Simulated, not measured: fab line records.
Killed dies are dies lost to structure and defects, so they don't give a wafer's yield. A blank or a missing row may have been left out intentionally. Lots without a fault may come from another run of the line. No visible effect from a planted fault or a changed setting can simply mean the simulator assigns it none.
The tool behind it: which one?    flow sky130    Sampling: 12 lots, 36 wafers, 5 of 708 route steps

## WHAT EACH GAUGE READ, for each wafer
SKY_NWELL_TW_MEAS_26. Usual: NWELL_2_TW typically reads 493, with standard deviation 4.9.
lot   measured      on             NWELL_2_TW   flag
L535  day 5 05:50   film_metro-02  494 492 492  
L538  day 6 09:58   film_metro-01  495 493 494  
L539  day 6 18:54   film_metro-02  491 490 494  
L541  day 6 22:29   film_metro-01  495 491 490  
L542  day 7 03:19   film_metro-04  489 485 489  
L543  day 7 12:15   film_metro-01  500 499 498  
L553  day 9 22:58   film_metro-01  499 499 498  
L552  day 10 00:59  film_metro-01  501 499 497  
L554  day 10 07:09  film_metro-02  493 496 495  
L556  day 10 13:04  film_metro-04  487 488 485  
L557  day 10 18:31  film_metro-01  502 499 498  
L558  day 11 05:07  film_metro-01  494 497 495  

SKY_LDD_HVP_TW_MEAS_10. Usual: LDD_HVP_TW typically reads 455, with standard deviation 3.4.
lot   measured      on             LDD_HVP_TW   flag
L535  day 21 19:57  film_metro-02  457 457 459  
L538  day 23 02:14  film_metro-04  455 453 451  
L539  day 23 16:04  film_metro-04  452 454 451  
L541  day 23 16:23  film_metro-04  452 452 452  
L542  day 23 22:22  film_metro-04  451 452 449  
L543  day 24 16:19  film_metro-02  455 454 457  
L553  day 28 03:28  film_metro-04  449 450 449  
L552  day 28 07:26  film_metro-04  450 451 449  
L554  day 28 10:55  film_metro-02  460 461 459  
L556  day 28 17:49  film_metro-03  457 459 458  
L557  day 28 20:19  film_metro-02  457 459 458  
L558  day 29 12:37  film_metro-02  453 454 453  

SKY_METAL1_THK_MEAS_06: measures by xrf. Usual: METAL1_ALCU_THK typically reads 251.2 nm, with standard deviation 2.2.
lot   measured      on             METAL1_ALCU_THK (nm)  flag
L535  day 31 20:13  film_metro-02  255.9 250.5 251.9     
L538  day 32 23:22  film_metro-04  250.6 252.3 249.3     
L539  day 33 12:00  film_metro-04  252.4 253.9 253.6     
L541  day 33 12:44  film_metro-02  253.1 254.4 252.2     
L542  day 34 05:05  film_metro-01  252.9 253.6 251.1     
L543  day 34 12:28  film_metro-04  252.1 253.4 252.2     
L553  day 37 13:10  film_metro-02  289.5 289.9 294.2     OFF
L552  day 37 15:54  film_metro-04  287.2 284.1 286.4     OFF
L554  day 37 17:32  film_metro-04  249.1 247.9 250.8     
L556  day 38 06:22  film_metro-04  251.8 249.2 252.3     
L557  day 38 07:19  film_metro-04  247.7 247.1 249.7     
L558  day 38 17:37  film_metro-02  248.3 251.4 252.8     

## WHAT TOOL EACH LOT RAN ON (gives the tool, then ch and the chambers of the sampled wafers, and finally the start)
lot   SKY_CONTACT_CMP_04             SKY_METAL1_SPUTTER_04
L535  cmp-01 ch 0,3, day 30 14:24    pvd_sputter-02, day 31 20:03
L538  cmp-02 ch 0,2,3, day 31 17:49  pvd_sputter-03, day 32 23:07
L539  cmp-02 ch 0,1,3, day 32 06:36  pvd_sputter-04, day 33 11:50
L541  cmp-01 ch 1,3, day 32 07:29    pvd_sputter-03, day 33 12:33
L542  cmp-02 ch 0,1,2, day 32 23:34  pvd_sputter-04, day 34 04:55
L543  cmp-02 ch 0,2,3, day 33 07:41  pvd_sputter-03, day 34 12:17
L553  cmp-01 ch 0,1,2, day 36 08:39  pvd_sputter-02, day 37 12:59
L552  cmp-01 ch 1,2,3, day 36 11:51  pvd_sputter-04, day 37 15:43
L554  cmp-01 ch 0,1,3, day 36 13:22  pvd_sputter-03, day 37 17:22
L556  cmp-01 ch 0,3, day 37 02:20    pvd_sputter-02, day 38 06:11
L557  cmp-02 ch 1,2,3, day 37 02:54  pvd_sputter-04, day 38 07:09
L558  cmp-01 ch 0,3, day 37 13:56    pvd_sputter-02, day 38 17:27
- SKY_CONTACT_CMP_04: polishes SiO2.
- SKY_METAL1_SPUTTER_04: material TiN, target thk 70 nm, time 58.3 s.

## AS READ BY THE TOOLS THEMSELVES (means over the sampled wafers that have a number; for cases with no such wafer, the mark the record gives instead)
SKY_CONTACT_CMP_04. Usual: motor_current_A 11.8 A, standard deviation 0.98; time_to_endpoint_s 88 s, standard deviation 4.
lot   tool    motor_current_A (A)  time_to_endpoint_s (s)  flag
L535  cmp-01  12.4                 87                      
L538  cmp-02  12.2                 89                      
L539  cmp-02  12.4                 90                      
L541  cmp-01  12.3                 82                      
L542  cmp-02  12.2                 87                      
L543  cmp-02  12.3                 87                      
L553  cmp-01  11.0                 92                      
L552  cmp-01  11.2                 86                      
L554  cmp-01  11.9                 91                      
L556  cmp-01  12.3                 86                      
L557  cmp-02  11.5                 94                      
L558  cmp-01  12.1                 88                      

SKY_METAL1_SPUTTER_04. Usual: cathode_dc_power_W 6500.0 W, standard deviation 1.2; chamber_pressure_pa 0.3999 Pa, standard deviation 0.0008; throttle_valve_pct 30.6 %, standard deviation 0.68.
lot   tool            cathode_dc_power_W (W)  chamber_pressure_pa (Pa)  throttle_valve_pct (%)  flag
L535  pvd_sputter-02  6500.8                  0.4002                    29.5                    
L538  pvd_sputter-03  6499.4                  0.3991                    30.6                    
L539  pvd_sputter-04  6499.2                  0.3992                    30.5                    
L541  pvd_sputter-03  6499.7                  0.4002                    30.7                    
L542  pvd_sputter-04  6499.4                  0.3996                    30.8                    
L543  pvd_sputter-03  6500.5                  0.3996                    30.7                    
L553  pvd_sputter-02  -                       -                         -                       OFF
L552  pvd_sputter-04  -                       -                         -                       OFF
L554  pvd_sputter-03  6498.2                  0.4001                    31.0                    
L556  pvd_sputter-02  6500.0                  0.4004                    29.9                    
L557  pvd_sputter-04  6500.8                  0.3986                    31.1                    
L558  pvd_sputter-02  6499.5                  0.3998                    30.7                    

## THE ANSWER, worked out from the rows above alone
Rule: take the mean of a lot's wafers that have a number; if it is more than 3 standard deviations from the usual mean, the lot is off. Also off: a lot with no number at a reading for which 4 or more lots have one. Any other lot the step has rows for is counted as sound. Order of review: gauges by route order, followed by the tools' own readings, for which a lot's mean as printed above is used. At the first step where some lot is off, the reading lying furthest off is the one used; lots without a number count as furthest.
Off: at SKY_METAL1_THK_MEAS_06 (METAL1_ALCU_THK), L553, L552.
A tool fits if, at a process step before that reading, it ran every lot that is off, and no sound lot after the first of them. The gauges at SKY_METAL1_THK_MEAS_06 aren't tried: what is off there is off at SKY_METAL1_SPUTTER_04 too, on other tools, and a gauge's error can't cause that. Not one of the candidates tried fits.

## WHAT HAD BEEN PUT IN BY THE SIMULATOR
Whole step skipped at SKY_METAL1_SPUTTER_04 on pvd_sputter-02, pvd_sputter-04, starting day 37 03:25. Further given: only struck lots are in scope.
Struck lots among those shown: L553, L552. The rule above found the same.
